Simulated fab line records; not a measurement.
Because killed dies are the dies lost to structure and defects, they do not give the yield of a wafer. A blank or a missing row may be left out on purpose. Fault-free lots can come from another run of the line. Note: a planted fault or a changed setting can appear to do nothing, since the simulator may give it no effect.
fab line records | flow gf180mcu
record: lots: 5 | wafers: 15 | last_day: 32
route steps=602 shown M2@377 V2@382
lots with no fault: from the same line, run without faults
start_h: hours from the record's opening day to when the first of the lot's shown wafers began | wait_h: hours since the lot's step before | " identical to the entry in the row above | L1.1+2: a row that stands for several wafers | - no value present, or no start provided | * or withheld: withheld | < > ~ a bound
route shown NAME@n: a module of which the file shows steps, and the number in the route of the first | usual: mean/standard deviation taken from wafers without a fault | same: alike in all rows | chamber/n: place in a boat | sites: the reading at each site | _std_site: how widely they spread, as a standard deviation | _edge_site: the outer-site mean with the inner-site mean subtracted | radius_mm: for every site, how far away it sits from the centre of the wafer | mask NAME#n: copy n | behind: the last tool/chamber to shape the wafer | hold: why the lot was held/for how many hours/how that ended | device: transistor that didn't switch, given as n, p or np | end of line: tests run on the same wafers once the route is complete | a step given without rows: its recipe and nothing more | killed: at the first sort, the dies lost to defects and structure; wafer yield is something else | map: per-die view of a wafer (x killed, . not killed, _ where there is no die)
set.NAME: setting as actually run; set.NAME@STEP: the setting as run at that earlier step | model.NAME: the simulator's own value behind a step, which no gauge read
lots at some steps of the route; a table a step, a row a wafer
services: from which hour (start_h, from the record's first day; less than 0 if before it) a tool's chamber was out of use, for how many hours, and why
== steps ==
step: GF_M2_OVL_MEAS_15
usual: M2_OVL: 2/5.8
lot.wafer | tool       | chamber | start_h | wait_h | M2_OVL[nm]
L077.1    | overlay-02 | -       | 470.35  | 0.1    | 2
L077.4    | "          | -       | "       | "      | -7
L077.5    | "          | -       | "       | "      | -6
L079.3    | overlay-01 | -       | 485.22  | 0.1    | -6
L079.4    | "          | -       | "       | "      | -5
L079.5    | "          | -       | "       | "      | -6
L081.1    | overlay-01 | -       | 513.30  | 0.1    | 8
L081.3    | "          | -       | "       | "      | 4
L081.6    | "          | -       | "       | "      | 6
L083.1    | overlay-02 | -       | 527.90  | 0.1    | -7
L083.4    | "          | -       | "       | "      | -3
L083.5    | "          | -       | "       | "      | -10
L089.2    | overlay-01 | -       | 571.76  | 0.1    | -4
L089.3    | "          | -       | "       | "      | 3
L089.6    | "          | -       | "       | "      | 2
step: GF_M2_METAL_ETCH_16
recipe: chemistry: Cl2/BCl3 | mask_material: KrF | target_depth_nm: 627.5 | stop_on: SiO2 | pressure_mtorr: 8 | icp_w: 800 | bias_w: 140 | Cl2_flow_sccm: 80 | bcl3_flow_sccm: 40 | time_s: 104.6
usual: drypump_motor_current_A: 5.5/0.32 | mfc_cl2_sccm: 80.01/0.23 | oes_product_au: 0.968/0.006 | throttle_valve_pct: 28.254/0.0099
lot.wafer | tool         | chamber | start_h | wait_h | drypump_motor_current_A | mfc_cl2_sccm | oes_product_au | rf_hours_counter_h | throttle_valve_pct
L077.1    | rie_metal-02 | 1       | 470.39  | 0.0    | 5.8                     | 79.87        | 0.962          | 9.1                | 28.264
L077.4    | "            | 1       | "       | "      | 5.8                     | 80.14        | 0.979          | -                  | 28.250
L077.5    | "            | 0       | "       | "      | 5.1                     | 80.12        | 0.966          | -                  | 28.261
L079.3    | rie_metal-01 | 1       | 485.28  | 0.1    | 6.0                     | 80.42        | 0.948          | -                  | 28.248
L079.4    | "            | 0       | "       | "      | 5.2                     | 79.98        | 0.956          | -                  | 28.266
L079.5    | "            | 0       | "       | "      | 5.2                     | 79.93        | 0.952          | -                  | 28.268
L081.1    | rie_metal-01 | 0       | 513.34  | 0.0    | 5.2                     | 79.86        | 0.975          | 3.8                | 28.249
L081.3    | "            | 1       | "       | "      | 6.0                     | 80.41        | 0.971          | -                  | 28.264
L081.6    | "            | 1       | "       | "      | 6.0                     | 80.29        | 0.966          | -                  | 28.250
L083.1    | rie_metal-03 | 0       | 527.93  | 0.0    | 5.7                     | 79.83        | 0.966          | 8.6                | 28.258
L083.4    | "            | 0       | "       | "      | 5.7                     | 79.66        | 0.964          | -                  | 28.252
L083.5    | "            | 0       | "       | "      | 5.7                     | 79.69        | 0.969          | -                  | 28.227
L089.2    | rie_metal-02 | 0       | 571.79  | 0.0    | 5.1                     | 79.68        | 0.967          | 8.7                | 28.261
L089.3    | "            | 0       | "       | "      | 5.1                     | 80.13        | 0.956          | -                  | 28.252
L089.6    | "            | 1       | "       | "      | 5.7                     | 79.86        | 0.968          | -                  | 28.253
step: GF_M2_STRIP_17
recipe: chemistry: O2/N2 | power_w: 1400 | pressure_mtorr: 1500 | platen_temp_c: 250 | o2_flow_sccm: 3000 | n2_flow_sccm: 300 | overash_fraction: 0.5
usual: drypump_motor_current_A: 5.84/0.2 | heater_power_w: 341/14 | o2_flow_sccm: 2999/9.4 | oes_product_au: 0.558/0.0049 | strip_time_to_endpoint_s: 7.89/0.04
same: overash_fraction: 0.5
lot.wafer | tool            | chamber | start_h | wait_h | drypump_motor_current_A | heater_power_w | o2_flow_sccm | oes_product_au | rf_hours_counter_h | strip_time_to_endpoint_s
L077.1    | plasma_asher-02 | 1       | 470.50  | 0.1    | 6.13                    | 368            | 3006         | 0.556          | 32                 | 7.81
L077.4    | "               | 0       | "       | "      | 5.80                    | 326            | 2988         | 0.549          | -                  | 7.82
L077.5    | "               | 1       | "       | "      | 6.11                    | 366            | 3012         | 0.557          | -                  | 7.81
L079.3    | plasma_asher-02 | 1       | 485.39  | 0.1    | 6.14                    | 351            | 2994         | 0.559          | -                  | 7.92
L079.4    | "               | 0       | "       | "      | 5.79                    | 334            | 2997         | 0.558          | -                  | 7.95
L079.5    | "               | 0       | "       | "      | 5.78                    | 330            | 2985         | 0.564          | -                  | 7.91
L081.1    | plasma_asher-02 | 1       | 513.45  | 0.1    | 6.16                    | 353            | 3001         | 0.553          | 35                 | 7.87
L081.3    | "               | 1       | "       | "      | 6.12                    | 368            | 2993         | 0.556          | -                  | 7.80
L081.6    | "               | 1       | "       | "      | 6.17                    | 355            | 2990         | 0.549          | -                  | 7.83
L083.1    | plasma_asher-01 | 1       | 528.05  | 0.1    | 5.59                    | 350            | 3001         | 0.559          | 87                 | 7.89
L083.4    | "               | 1       | "       | "      | 5.57                    | 350            | 3000         | 0.562          | -                  | 7.90
L083.5    | "               | 1       | "       | "      | 5.57                    | 342            | 3009         | 0.549          | -                  | 7.97
L089.2    | plasma_asher-01 | 1       | 571.90  | 0.1    | 5.60                    | 345            | 2990         | 0.551          | 92                 | 7.88
L089.3    | "               | 1       | "       | "      | 5.61                    | 343            | 2998         | 0.562          | -                  | 7.86
L089.6    | "               | 1       | "       | "      | 5.59                    | 348            | 2997         | 0.557          | -                  | 7.87
step: GF_M2_STRIP_18
recipe: chemistry: post_etch_residue_remover | time_s: 1200 | temp_c: 72.5
lot.wafer  | tool         | chamber | start_h | wait_h
L077.1+4+5 | wet_bench-02 | 0       | 470.60  | 0.1
L079.3+4+5 | wet_bench-01 | 2       | 485.45  | 0.0
L081.1+3+6 | wet_bench-03 | 0       | 513.55  | 0.1
L083.1+4+5 | wet_bench-03 | 0       | 528.15  | 0.1
L089.2+3+6 | wet_bench-03 | 1       | 572.00  | 0.1
step: GF_M2_CLEAN_19
recipe: chemistry: DIW | dry: n2_spin
lot.wafer  | tool         | chamber | start_h | wait_h
L077.1+4+5 | wet_bench-01 | 2       | 471.00  | 0.0
L079.3+4+5 | wet_bench-02 | 3       | 485.83  | 0.0
L081.1+3+6 | wet_bench-01 | 3       | 513.89  | 0.0
L083.1+4+5 | wet_bench-01 | 3       | 528.52  | 0.0
L089.2+3+6 | wet_bench-02 | 1       | 572.34  | 0.0
step: GF_V2_CVD_00
recipe: material: SiO2 | target_thk_nm: 600 | sigma_open_frac: 0.3 | temp_c: 400 | time_s: 100 | sih4_flow_sccm: 60 | pressure_mtorr: 6
usual: sih4_flow_sccm: 60.01/0.2
lot.wafer | tool      | chamber | start_h | wait_h | sih4_flow_sccm
L077.1    | hdpcvd-01 | 2       | 471.10  | 0.0    | 60.15
L077.4    | "         | 1       | "       | "      | 60.29
L077.5    | "         | 2       | "       | "      | 59.92
L079.3    | hdpcvd-01 | 2       | 485.93  | 0.0    | 59.95
L079.4    | "         | 0       | "       | "      | 59.83
L079.5    | "         | 2       | "       | "      | 59.91
L081.1    | hdpcvd-01 | 2       | 513.99  | 0.0    | 60.11
L081.3    | "         | 0       | "       | "      | 60.06
L081.6    | "         | 1       | "       | "      | 60.09
L083.1    | hdpcvd-01 | 1       | 528.61  | 0.0    | 60.02
L083.4    | "         | 1       | "       | "      | 59.99
L083.5    | "         | 0       | "       | "      | 60.11
L089.2    | hdpcvd-01 | 0       | 572.44  | 0.0    | 60.03
L089.3    | "         | 2       | "       | "      | 60.13
L089.6    | "         | 1       | "       | "      | 59.82
step: GF_V2_THK_MEAS_01
recipe: reads: SiO2_of_V2_CVD_00
usual: V2_CVD_00_THK: 599/7.1
lot.wafer | tool          | chamber | start_h | wait_h | V2_CVD_00_THK[nm]
L077.1    | film_metro-04 | -       | 471.17  | 0.0    | 596
L077.4    | "             | -       | "       | "      | 595
L077.5    | "             | -       | "       | "      | 600
L079.3    | film_metro-04 | -       | 486.02  | 0.1    | 596
L079.4    | "             | -       | "       | "      | 597
L079.5    | "             | -       | "       | "      | 603
L081.1    | film_metro-04 | -       | 514.06  | 0.0    | 596
L081.3    | "             | -       | "       | "      | 604
L081.6    | "             | -       | "       | "      | 593
L083.1    | film_metro-03 | -       | 528.68  | 0.0    | 592
L083.4    | "             | -       | "       | "      | 584
L083.5    | "             | -       | "       | "      | 600
L089.2    | film_metro-04 | -       | 572.53  | 0.0    | 608
L089.3    | "             | -       | "       | "      | 601
L089.6    | "             | -       | "       | "      | 593
step: GF_V2_CVD_02
recipe: material: SiO2 | target_thk_nm: 850 | precursor: TEOS | temp_c: 400 | time_s: 94.851 | rf_w: 600
usual: heater_power_w: 654/83
lot.wafer | tool     | chamber | start_h | wait_h | heater_power_w
L077.1    | pecvd-03 | 2       | 471.23  | 0.1    | 798
L077.4    | "        | 0       | "       | "      | 705
L077.5    | "        | 2       | "       | "      | 662
L079.3    | pecvd-02 | 1       | 486.06  | 0.0    | 778
L079.4    | "        | 0       | "       | "      | 727
L079.5    | "        | 2       | "       | "      | 497
L081.1    | pecvd-02 | 2       | 514.12  | 0.1    | 530
L081.3    | "        | 0       | "       | "      | 716
L081.6    | "        | 0       | "       | "      | 572
L083.1    | pecvd-04 | 2       | 528.74  | 0.1    | 688
L083.4    | "        | 0       | "       | "      | 704
L083.5    | "        | 1       | "       | "      | 631
L089.2    | pecvd-03 | 0       | 572.58  | 0.0    | 719
L089.3    | "        | 2       | "       | "      | 771
L089.6    | "        | 1       | "       | "      | 634
step: GF_V2_THK_MEAS_03
recipe: reads: SiO2_of_V2_CVD_02
usual: V2_CVD_02_THK: 851/11
lot.wafer | tool          | chamber | start_h | wait_h | V2_CVD_02_THK[nm]
L077.1    | film_metro-03 | -       | 471.30  | 0.0    | 835
L077.4    | "             | -       | "       | "      | 855
L077.5    | "             | -       | "       | "      | 851
L079.3    | film_metro-01 | -       | 486.15  | 0.1    | 837
L079.4    | "             | -       | "       | "      | 841
L079.5    | "             | -       | "       | "      | 841
L081.1    | film_metro-01 | -       | 514.19  | 0.0    | 837
L081.3    | "             | -       | "       | "      | 841
L081.6    | "             | -       | "       | "      | 857
L083.1    | film_metro-04 | -       | 528.81  | 0.0    | 844
L083.4    | "             | -       | "       | "      | 867
L083.5    | "             | -       | "       | "      | 879
L089.2    | film_metro-04 | -       | 572.66  | 0.0    | 849
L089.3    | "             | -       | "       | "      | 838
L089.6    | "             | -       | "       | "      | 852
step: GF_V2_CMP_04
recipe: material: SiO2 | down_force_psi: 4 | platen_rpm: 60 | pad_velocity_m_s: 0.94248
usual: motor_current_A: 11.8/0.84 | platen_rpm: 60.01/0.038 | time_to_endpoint_s: 79/5.1
lot.wafer | tool   | chamber | start_h | wait_h | motor_current_A | platen_rpm | time_to_endpoint_s
L077.4    | cmp-02 | 2       | 471.41  | 0.1    | 10.7            | 60.03      | 78
L077.1    | "      | 3       | "       | "      | 13.2            | 59.99      | 75
L077.5    | "      | 1       | "       | "      | 10.6            | 59.99      | 85
L079.4    | cmp-01 | 3       | 486.24  | 0.1    | 11.6            | 60.10      | 77
L079.3    | "      | 0       | "       | "      | 11.7            | 60.05      | 78
L079.5    | "      | 2       | "       | "      | 11.6            | 59.96      | 75
L081.1    | cmp-01 | 0       | 514.25  | 0.1    | 11.6            | 60.04      | 77
L081.3    | "      | 1       | "       | "      | 12.4            | 60.01      | 75
L081.6    | "      | 1       | "       | "      | 12.7            | 60.04      | 83
L083.4    | cmp-01 | 1       | 528.92  | 0.1    | 12.9            | 60.02      | 83
L083.1    | "      | 3       | "       | "      | 12.1            | 60.00      | 75
L083.5    | "      | 1       | "       | "      | 12.7            | 59.96      | 84
L089.3    | cmp-02 | 1       | 572.71  | 0.0    | 11.0            | 60.00      | 78
L089.2    | "      | 2       | "       | "      | 10.9            | 60.04      | 72
L089.6    | "      | 2       | "       | "      | 10.4            | 60.00      | 74
step: GF_V2_BOW_MEAS_05
recipe: mode: bow
usual: V2_BOW: 99/7
lot.wafer | tool          | chamber | start_h | wait_h | V2_BOW[um]
L077.1    | film_metro-01 | -       | 471.66  | 0.1    | 89
L077.4    | "             | -       | "       | "      | 98
L077.5    | "             | -       | "       | "      | 94
L079.3    | film_metro-04 | -       | 486.53  | 0.2    | 97
L079.4    | "             | -       | "       | "      | 109
L079.5    | "             | -       | "       | "      | 102
L081.1    | film_metro-03 | -       | 514.55  | 0.2    | 100
L081.3    | "             | -       | "       | "      | 97
L081.6    | "             | -       | "       | "      | 98
L083.1    | film_metro-04 | -       | 529.17  | 0.1    | 94
L083.4    | "             | -       | "       | "      | 87
L083.5    | "             | -       | "       | "      | 99
L089.2    | film_metro-04 | -       | 573.03  | 0.2    | 98
L089.3    | "             | -       | "       | "      | 83
L089.6    | "             | -       | "       | "      | 100
step: GF_V2_DEHYDRATE_06
recipe: temp_c: 200 | time_s: 60
lot.wafer  | tool           | chamber | start_h | wait_h
L077.1+4+5 | litho_track-04 | 0       | 483.29  | 11.6
L079.3+4+5 | litho_track-01 | 0       | 497.83  | 11.3
L081.1+3+6 | litho_track-01 | 0       | 525.78  | 11.2
L083.1+4+5 | litho_track-01 | 0       | 539.48  | 10.3
L089.2+3+6 | litho_track-04 | 0       | 583.26  | 10.2
step: GF_V2_HMDS_07
recipe: prime_time_s: 60 | prime_temp_c: 120
lot.wafer  | tool           | chamber | start_h | wait_h
L077.1+4+5 | litho_track-04 | 0       | 483.44  | 0.1
L079.3+4+5 | litho_track-01 | 0       | 497.98  | 0.1
L081.1+3+6 | litho_track-01 | 0       | 525.93  | 0.1
L083.1+4+5 | litho_track-01 | 0       | 539.63  | 0.1
L089.2+3+6 | litho_track-04 | 0       | 583.41  | 0.1
step: GF_V2_COAT_08
recipe: resist: BARC | temp_c: withheld | time_s: withheld | spin_rpm: withheld | resist_thk_nm: withheld
lot.wafer  | tool           | chamber | start_h | wait_h
L077.1+4+5 | litho_track-04 | 0       | 483.59  | 0.1
L079.3+4+5 | litho_track-01 | 0       | 498.13  | 0.1
L081.1+3+6 | litho_track-01 | 0       | 526.08  | 0.1
L083.1+4+5 | litho_track-01 | 0       | 539.78  | 0.1
L089.2+3+6 | litho_track-04 | 0       | 583.56  | 0.1
step: GF_V2_COAT_09
recipe: resist: KrF | spin_rpm: withheld | resist_thk_nm: 1000
lot.wafer  | tool           | chamber | start_h | wait_h
L077.1+4+5 | litho_track-04 | 0       | -       | -
L079.3+4+5 | litho_track-01 | 0       | -       | -
L081.1+3+6 | litho_track-01 | 0       | -       | -
L083.1+4+5 | litho_track-01 | 0       | -       | -
L089.2+3+6 | litho_track-04 | 0       | -       | -
step: GF_V2_SOFTBAKE_10
recipe: temp_c: 130 | time_s: 60 | resist: KrF
lot.wafer  | tool           | chamber | start_h | wait_h
L077.1+4+5 | litho_track-04 | 0       | -       | -
L079.3+4+5 | litho_track-01 | 0       | -       | -
L081.1+3+6 | litho_track-01 | 0       | -       | -
L083.1+4+5 | litho_track-01 | 0       | -       | -
L089.2+3+6 | litho_track-04 | 0       | -       | -
== services ==
tool            | chamber | start_h | hours | kind
wet_bench-03    | -       | 449.67  | 6.3   | repair
wet_bench-03    | -       | 455.95  | 4.4   | pm
plasma_asher-01 | -       | 469.80  | 0.8   | repair
rie_metal-03    | 1       | 470.26  | 12.0  | repair
pecvd-02        | 0       | 475.77  | 10.0  | repair
cmp-01          | -       | 475.82  | 6.0   | pm
cmp-02          | -       | 476.84  | 2.7   | repair
plasma_asher-02 | -       | 490.31  | 14.5  | pm
pecvd-04        | -       | 504.66  | 1.0   | repair
plasma_asher-02 | -       | 507.46  | 2.6   | repair
pecvd-03        | -       | 507.72  | 3.1   | repair
rie_metal-03    | -       | 519.26  | 1.5   | repair
cmp-02          | -       | 520.13  | 12.4  | pm
rie_metal-03    | -       | 521.45  | 0.1   | repair
rie_metal-03    | 0       | 536.30  | 10.7  | repair
rie_metal-02    | -       | 536.45  | 2.8   | pm
hdpcvd-01       | -       | 539.25  | 15.0  | pm
hdpcvd-01       | 0       | 539.25  | 15.0  | vent_cycle
hdpcvd-01       | 1       | 539.25  | 15.0  | vent_cycle
cmp-01          | -       | 545.81  | 2.9   | repair
rie_metal-01    | 1       | 552.42  | 3.6   | repair
pecvd-03        | -       | 565.80  | 1.8   | repair
wet_bench-02    | -       | 566.55  | 4.4   | pm
cmp-01          | -       | 572.00  | 4.0   | pm
== key ==
fault none
